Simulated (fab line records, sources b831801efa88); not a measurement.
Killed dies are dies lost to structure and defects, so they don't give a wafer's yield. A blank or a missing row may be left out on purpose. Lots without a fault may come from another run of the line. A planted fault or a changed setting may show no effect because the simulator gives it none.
Which tool did it? | flow sky130 | 10 lots, 30 wafers sampled, at 7 steps of a route of 708

WHAT THE GAUGES READ, wafer by wafer
SKY_POLY_CUT_CD_MEAS_08: target cd 270 nm. Usual: cd_nm 270.1 nm, standard deviation 1.3.
lot  | measured     | on        | cd_nm (nm)        | flag
L475 | day 24 00:02 | cd_sem-02 | 271.0 271.0 271.2 |
L477 | day 25 01:20 | cd_sem-02 | 270.0 270.1 268.7 |
L480 | day 25 21:11 | cd_sem-02 | 270.6 270.2 269.8 |
L481 | day 26 14:32 | cd_sem-02 | 268.4 269.7 268.2 |
L486 | day 28 02:49 | cd_sem-01 | 269.8 270.0 271.0 |
L490 | day 31 01:26 | cd_sem-01 | 272.5 270.1 271.1 |
L493 | day 31 15:47 | cd_sem-01 | 268.4 267.5 267.7 |
L495 | day 32 08:11 | cd_sem-02 | 269.4 269.3 269.1 |
L497 | day 32 14:14 | cd_sem-02 | 268.8 269.6 268.8 |
L496 | day 32 19:37 | cd_sem-01 | 268.7 268.0 267.7 |

SKY_SD_N_TW_MEAS_12. Usual: SD_N_TW 3952, standard deviation 26.
lot  | measured     | on            | SD_N_TW        | flag
L475 | day 27 16:42 | film_metro-02 | 3944 3946 3941 |
L477 | day 28 16:38 | film_metro-01 | 3989 3976 3992 |
L480 | day 29 10:29 | film_metro-02 | 3958 3932 3953 |
L481 | day 30 02:18 | film_metro-02 | 3872 3879 3862 | OFF
L486 | day 31 14:27 | film_metro-02 | 3839 3807 3825 | OFF
L490 | day 34 10:38 | film_metro-02 | 3947 3949 3948 |
L493 | day 35 00:11 | film_metro-01 | 3978 3961 3957 |
L495 | day 35 14:11 | film_metro-03 | 3896 3913 3905 |
L497 | day 35 22:08 | film_metro-03 | 3890 3907 3906 |
L496 | day 36 02:37 | film_metro-02 | 3966 3977 3949 |

SKY_SD_N_RS_MEAS_16: measures by four-point-probe. Usual: SD_N_RS 68.58 ohm/sq, standard deviation 0.13.
lot  | measured     | on            | SD_N_RS (ohm/sq)  | flag
L475 | day 27 16:59 | film_metro-03 | 68.34 68.36 68.56 |
L477 | day 28 16:55 | film_metro-03 | 68.76 68.58 68.44 |
L480 | day 29 10:46 | film_metro-02 | 68.72 68.68 68.71 |
L481 | day 30 02:36 | film_metro-03 | 72.31 72.40 72.40 | OFF
L486 | day 31 14:44 | film_metro-01 | 72.49 72.48 72.48 | OFF
L490 | day 34 10:59 | film_metro-02 | 68.72 68.72 68.69 |
L493 | day 35 00:28 | film_metro-03 | 68.40 68.46 68.44 |
L495 | day 35 14:28 | film_metro-01 | 68.58 68.66 68.72 |
L497 | day 35 22:25 | film_metro-01 | 68.48 68.59 68.60 |
L496 | day 36 02:55 | film_metro-01 | 68.62 68.60 68.57 |

SKY_LI_CONTACT_BOW_MEAS_03. Usual: LI_CONTACT_BOW 55 um, standard deviation 6.8.
lot  | measured     | on            | LI_CONTACT_BOW (um) | flag
L475 | day 27 17:50 | film_metro-03 | 56 60 58            |
L477 | day 28 17:45 | film_metro-03 | 58 53 62            |
L480 | day 29 11:37 | film_metro-03 | 54 55 40            |
L481 | day 30 03:26 | film_metro-01 | 62 61 59            |
L486 | day 31 15:34 | film_metro-01 | 58 45 57            |
L490 | day 34 11:49 | film_metro-02 | 62 55 61            |
L493 | day 35 01:18 | film_metro-01 | 61 53 35            |
L495 | day 35 15:19 | film_metro-01 | 66 58 63            |
L497 | day 35 23:15 | film_metro-02 | 44 55 51            |
L496 | day 36 03:45 | film_metro-02 | 48 59 50            |

WHICH TOOL RAN EACH LOT (tool, then ch and the chambers of the sampled wafers, then the start)
lot  | SKY_LDD_HVN_STRIP_09                 | SKY_SD_N_IMPLANT_09             | SKY_SD_N_STRIP_11
L475 | plasma_asher-01 ch 0,1, day 20 03:26 | implanter-04 ch 0, day 27 16:19 | plasma_asher-04 ch 0,1, day 27 16:35
L477 | plasma_asher-04 ch 0,1, day 20 16:34 | implanter-01 ch 0, day 28 16:14 | plasma_asher-04 ch 0,1, day 28 16:32
L480 | plasma_asher-04 ch 0,1, day 22 03:28 | implanter-01 ch 0, day 29 10:05 | plasma_asher-04 ch 1, day 29 10:23
L481 | plasma_asher-04 ch 0,1, day 22 20:25 | implanter-01 ch 0, day 30 01:56 | plasma_asher-03 ch 0,1, day 30 02:13
L486 | plasma_asher-01 ch 0,1, day 24 10:22 | implanter-01 ch 0, day 31 14:03 | plasma_asher-04 ch 0,1, day 31 14:21
L490 | plasma_asher-02 ch 0,1, day 27 12:05 | implanter-01 ch 0, day 34 10:14 | plasma_asher-03 ch 0,1, day 34 10:32
L493 | plasma_asher-04 ch 0,1, day 28 02:35 | implanter-04 ch 0, day 34 23:47 | plasma_asher-01 ch 0,1, day 35 00:05
L495 | plasma_asher-04 ch 0,1, day 28 22:01 | implanter-02 ch 0, day 35 13:47 | plasma_asher-04 ch 0,1, day 35 14:05
L497 | plasma_asher-01 ch 0,1, day 29 01:20 | implanter-04 ch 0, day 35 21:44 | plasma_asher-01 ch 0,1, day 35 22:02
L496 | plasma_asher-02 ch 0,1, day 29 06:38 | implanter-01 ch 0, day 36 02:14 | plasma_asher-01 ch 0,1, day 36 02:31
- SKY_LDD_HVN_STRIP_09: strips in O2/N2.
- SKY_SD_N_IMPLANT_09
- SKY_SD_N_STRIP_11: strips in O2/N2.

WHAT THE TOOLS THEMSELVES READ (means of the sampled wafers that have a number; where no wafer has one, the mark that the record gives instead)
SKY_LDD_HVN_STRIP_09. Usual: chamber_pressure_mTorr 1500.2 mTorr, standard deviation 1.5; drypump_motor_current_A 5.9 A, standard deviation 0.3; oes_product_au 0.408 a.u., standard deviation 0.0046; strip_time_to_endpoint_s 4.137 s, standard deviation 0.014.
lot  | tool            | chamber_pressure_mTorr (mTorr) | drypump_motor_current_A (A) | oes_product_au (a.u.) | strip_time_to_endpoint_s (s) | flag
L475 | plasma_asher-01 | 1499.1                         | 5.9                         | 0.407                 | 4.154                        |
L477 | plasma_asher-04 | 1500.6                         | 5.8                         | 0.409                 | 4.131                        |
L480 | plasma_asher-04 | 1500.2                         | 5.8                         | 0.403                 | 4.157                        |
L481 | plasma_asher-04 | 1501.0                         | 5.7                         | 0.410                 | 4.136                        |
L486 | plasma_asher-01 | 1500.4                         | 6.3                         | 0.403                 | 4.126                        |
L490 | plasma_asher-02 | 1500.8                         | 6.0                         | 0.408                 | 4.134                        |
L493 | plasma_asher-04 | 1500.3                         | 5.7                         | 0.407                 | 4.139                        |
L495 | plasma_asher-04 | 1500.5                         | 5.7                         | 0.411                 | 4.141                        |
L497 | plasma_asher-01 | 1502.2                         | 5.9                         | 0.408                 | 4.121                        |
L496 | plasma_asher-02 | 1498.9                         | 6.1                         | 0.406                 | 4.118                        |

SKY_SD_N_IMPLANT_09. Usual: beam_energy_keV 50.003, standard deviation 0.015; beam_on_s 19.0 s, standard deviation 1.9.
lot  | tool         | beam_energy_keV | beam_on_s (s) | flag
L475 | implanter-04 | 50.026          | 18.4          |
L477 | implanter-01 | 50.005          | 17.8          |
L480 | implanter-01 | 49.996          | 17.8          |
L481 | implanter-01 | 44.722          | 17.2          | OFF
L486 | implanter-01 | 44.720          | 17.6          | OFF
L490 | implanter-01 | 49.995          | 17.5          |
L493 | implanter-04 | 49.982          | 18.3          |
L495 | implanter-02 | 49.984          | 22.5          |
L497 | implanter-04 | 50.011          | 18.3          |
L496 | implanter-01 | 50.013          | 17.5          |

SKY_SD_N_STRIP_11. Usual: chamber_pressure_mTorr 1500.1 mTorr, standard deviation 1.5; drypump_motor_current_A 5.8 A, standard deviation 0.41; oes_product_au 0.528 a.u., standard deviation 0.0046; strip_time_to_endpoint_s 22.55 s, standard deviation 0.045.
lot  | tool            | chamber_pressure_mTorr (mTorr) | drypump_motor_current_A (A) | oes_product_au (a.u.) | strip_time_to_endpoint_s (s) | flag
L475 | plasma_asher-04 | 1500.0                         | 5.8                         | 0.531                 | 22.51                        |
L477 | plasma_asher-04 | 1501.4                         | 5.7                         | 0.528                 | 22.58                        |
L480 | plasma_asher-04 | 1500.0                         | 5.7                         | 0.527                 | 22.46                        |
L481 | plasma_asher-03 | 1499.1                         | 5.3                         | 0.541                 | 21.72                        | OFF
L486 | plasma_asher-04 | 1499.7                         | 5.7                         | 0.538                 | 21.77                        | OFF
L490 | plasma_asher-03 | 1499.4                         | 5.3                         | 0.534                 | 22.49                        |
L493 | plasma_asher-01 | 1500.3                         | 5.9                         | 0.528                 | 22.54                        |
L495 | plasma_asher-04 | 1499.7                         | 5.7                         | 0.523                 | 22.55                        |
L497 | plasma_asher-01 | 1501.4                         | 5.9                         | 0.528                 | 22.59                        |
L496 | plasma_asher-01 | 1500.8                         | 6.3                         | 0.529                 | 22.56                        |

THE ANSWER, worked out from the rows above alone
Rule: a lot is off if the mean of its wafers that have a number lies more than 3 standard deviations from the usual mean. A lot without any number at a reading at which 4 lots or more have one is off too. The other lots that the step has rows for count as sound. The gauges are gone through in route order, then the tools' own readings, and for those a lot's mean is taken as printed above. The first step at which some lot is off is used, and at that step the reading that is off furthest; a lot without a number counts as furthest.
Off: L481, L486, at SKY_SD_N_TW_MEAS_12 (SD_N_TW).
A tool fits if, at a process step before that reading, it ran every lot that is off, and no sound lot after the first of them. The gauges at SKY_SD_N_TW_MEAS_12 aren't tried: what is off there is off at SKY_SD_N_RS_MEAS_16 too, on other tools, and a gauge's error can't cause that. None of those tried fits.

WHAT THE SIMULATOR HAD PUT IN
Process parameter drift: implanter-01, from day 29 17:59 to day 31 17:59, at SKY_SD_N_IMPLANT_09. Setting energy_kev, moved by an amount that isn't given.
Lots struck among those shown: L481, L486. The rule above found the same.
